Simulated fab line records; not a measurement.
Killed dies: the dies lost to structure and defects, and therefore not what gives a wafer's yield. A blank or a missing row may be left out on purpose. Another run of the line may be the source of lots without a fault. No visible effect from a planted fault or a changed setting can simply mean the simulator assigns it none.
Matching of chambers | flow gf180mcu | rie diel-01 running GF_V3_ETCH_17: 4 sister chambers
The step etches SiO2 in C4F8/O2/Ar, stops on TiN, target depth 635 nm. 8 wafers are shown with their chamber, then 6 later ones without.

## WAFERS PAIRED WITH THEIR CHAMBERS
wafer  | chamber | rf fwd power W (W) | oes product au (a.u.)
L134.6 | 3       | 1493               | 0.853
L137.2 | 0       | 1481               | 0.865
L137.3 | 2       | 1488               | 0.854
L146.1 | 3       | 1492               | 0.855
L146.5 | 2       | 1495               | 0.854
L152.2 | 1       | 1499               | 0.855
L152.3 | 0       | 1493               | 0.861
L152.6 | 1       | 1503               | 0.856

## WAFERS WITHOUT THEIR CHAMBER
wafer  | rf fwd power W (W) | oes product au (a.u.)
L155.4 | 1488               | 0.863
L155.5 | 1483               | 0.847
L155.6 | 1489               | 0.852
L157.2 | 1496               | 0.860
L157.4 | 1496               | 0.857
L157.5 | 1492               | 0.861

## CHAMBER TAKEN BY EACH
wafer  | from the rows above               | in truth
L155.4 | 0                                 | 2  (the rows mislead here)
L155.5 | can't be placed: 2 or 3 or 1      | 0
L155.6 | can't be placed: 2 or 3 or 1      | 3
L157.2 | can't be placed: 0 or 1 or 3 or 2 | 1
L157.4 | can't be placed: 1 or 3 or 2      | 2
L157.5 | 0                                 | 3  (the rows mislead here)
Placed correctly: 0 of 6. From these rows, 4 cannot be placed; in 3 the true chamber is one of the candidates. Wrongly placed: 2.
How it was worked out, from the rows above alone: a wafer's distance from a chamber is the root of the sum, over the readings, of the square of ((its reading less the chamber's mean) divided by the reading's scatter). The wafer belongs to the nearest chamber; if the next one is less than 2 further off, it can't be placed. A chamber's mean is the mean of its shown wafers. The scatter: the root of (the sum of the squares of (reading less its chamber's mean) over the shown wafers, divided by (wafers less chambers)).
